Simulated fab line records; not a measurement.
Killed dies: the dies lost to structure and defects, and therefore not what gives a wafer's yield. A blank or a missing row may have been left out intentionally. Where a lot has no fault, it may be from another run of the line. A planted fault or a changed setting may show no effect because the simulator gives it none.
Which tool is to blame? | flow gf180mcu | 30 wafers from 10 lots sampled at 4 of the route's 602 steps

## WHAT EACH GAUGE READ, for each wafer
GF_PSD_TW_MEAS_11.
lot  | measured     | on            | PSD_TW
L605 | day 14 07:49 | film metro-02 | 3209 3210 3215
L607 | day 14 19:41 | film metro-01 | 3181 3199 3188
L609 | day 15 13:40 | film metro-01 | 3177 3216 3181
L610 | day 15 23:37 | film metro-01 | 3202 3206 3193
L612 | day 16 14:41 | film metro-02 | 3190 3206 3217
L619 | day 19 06:53 | film metro-04 | 3433 3431 3445
L620 | day 19 15:04 | film metro-01 | 3439 3447 3454
L623 | day 20 20:06 | film metro-01 | 3221 3205 3196
L625 | day 21 09:46 | film metro-01 | 3213 3214 3216
L628 | day 22 12:30 | film metro-04 | 3218 3211 3208

## WHICH TOOL RAN EACH LOT (tool, then ch and the chambers of the sampled wafers, then the start)
lot  | GF_STI_ETCH_14                  | GF_PSD_IMPLANT_09               | GF_PSD_STRIP_10
L605 | rie si-01 ch 1,2,3, day 2 02:17 | implanter-04 ch 0, day 14 07:34 | plasma asher-04 ch 0,1, day 14 07:43
L607 | rie si-02 ch 0,1,2, day 2 11:32 | implanter-04 ch 0, day 14 19:26 | plasma asher-01 ch 0,1, day 14 19:35
L609 | rie si-01 ch 0,2,3, day 2 21:50 | implanter-03 ch 0, day 15 13:26 | plasma asher-04 ch 1, day 15 13:34
L610 | rie si-01 ch 1,2,3, day 3 03:32 | implanter-04 ch 0, day 15 23:23 | plasma asher-02 ch 0,1, day 15 23:31
L612 | rie si-01 ch 0,1,2, day 3 14:52 | implanter-01 ch 0, day 16 14:26 | plasma asher-01 ch 0,1, day 16 14:35
L619 | rie si-02 ch 0,2,3, day 5 01:26 | implanter-04 ch 0, day 19 06:40 | plasma asher-02 ch 0,1, day 19 06:47
L620 | rie si-01 ch 0,2,3, day 5 07:32 | implanter-04 ch 0, day 19 14:49 | plasma asher-01 ch 0,1, day 19 14:58
L623 | rie si-02 ch 0,2, day 5 21:56   | implanter-03 ch 0, day 20 19:52 | plasma asher-01 ch 0,1, day 20 19:59
L625 | rie si-02 ch 0,1, day 6 08:46   | implanter-03 ch 0, day 21 09:34 | plasma asher-01 ch 0,1, day 21 09:40
L628 | rie si-01 ch 0,3, day 7 01:35   | implanter-03 ch 0, day 22 12:16 | plasma asher-04 ch 0,1, day 22 12:23
- GF_STI_ETCH_14: etches Si in HBr/Cl2/O2, target depth 360 nm, time 102.9 s.
- GF_PSD_IMPLANT_09
- GF_PSD_STRIP_10: strips in O2/N2.

## THE ANSWER, worked out from the rows above alone
Rule: the usual values come from the lots themselves. Put in order of their means at a reading, lots are off if they are a third of the lots or fewer, leave a main group of 4 or more, and stand apart from it by a gap of 3 or more times the standard deviation of the main group's means; of several such gaps the widest counts. A main group whose means are all the same, to the digits that the tables above print for the reading, isn't used. A lot without any number at a reading at which 4 lots or more have one is off too. Where the step has rows for the other lots, those lots are counted as sound.
Off: at GF_PSD_TW_MEAS_11 (PSD_TW), L619, L620. Main group: mean 3204, sd 8.9.
A tool fits if, at a process step before that reading, it ran every lot that is off, and no sound lot after the first of them. The gauges at GF_PSD_TW_MEAS_11 are tried like those tools. One fits: implanter-04 at GF_PSD_IMPLANT_09. Its last sound lot is L610 (day 15 23:23), its first lot that is off L619 (day 19 06:40): a fault that began between those two fits.

## WHAT THE SIMULATOR HAD INSERTED
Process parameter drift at GF_PSD_IMPLANT_09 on implanter-04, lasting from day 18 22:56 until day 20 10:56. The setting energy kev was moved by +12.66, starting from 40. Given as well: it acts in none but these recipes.
Lots struck among those shown: L619, L620. The rule given above showed the same thing.
